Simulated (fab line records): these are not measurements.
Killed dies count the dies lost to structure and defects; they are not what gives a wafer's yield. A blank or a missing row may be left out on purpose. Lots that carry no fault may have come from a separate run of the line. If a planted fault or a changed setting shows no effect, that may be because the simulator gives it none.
Matching of chambers    flow sky130    SKY_VIA4_CMP_21 on cmp-02: 4 sister chambers
The step polishes, stops on SiO2, t overpolish 25 s, target thk 0 nm. 8 wafers are shown with their chamber, then 7 later ones without.

== EACH WAFER AND ITS CHAMBER ==
wafer   chamber  motor_current_A (A)  time_to_endpoint_s (s)
L895.6  1        10.1                 136
L897.5  2        11.2                 122
L897.6  3        11.5                 118
L898.2  1        10.7                 133
L898.3  2        11.0                 116
L898.5  0        12.2                 122
L903.1  3        11.1                 123
L903.3  0        12.6                 125

== WAFERS WHOSE CHAMBER IS MISSING ==
wafer   motor_current_A (A)  time_to_endpoint_s (s)
L903.5  10.9                 121
L908.2  11.2                 126
L908.3  11.0                 129
L908.6  11.5                 125
L907.3  12.7                 123
L907.5  10.4                 124
L907.6  11.0                 127

== EACH ONE'S CHAMBER ==
wafer   from the rows above           in truth
L903.5  can't be placed: 2 or 3       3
L908.2  can't be placed: 3 or 2       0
L908.3  can't be placed: 1 or 3 or 2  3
L908.6  can't be placed: 3 or 2 or 0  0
L907.3  0                             0
L907.5  can't be placed: 2 or 3 or 1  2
L907.6  can't be placed: 3 or 2 or 1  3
1 of 7 placed correctly. Can't be placed from these rows: 6 (the true chamber is among the candidates in 5). Wrongly placed: 0.
How it was worked out, from the rows above alone: a wafer's distance from a chamber is the root of the sum, over the readings, of the square of ((its reading less the chamber's mean) divided by the reading's scatter). If the next closest chamber is less than 2 further off than the closest, the wafer can't be placed; otherwise it belongs to the closest. Each chamber's mean is taken over the wafers shown for it. The scatter is the square root of a quotient: the sum, over the shown wafers, of each reading's squared deviation from its chamber's mean, divided by wafers minus chambers.
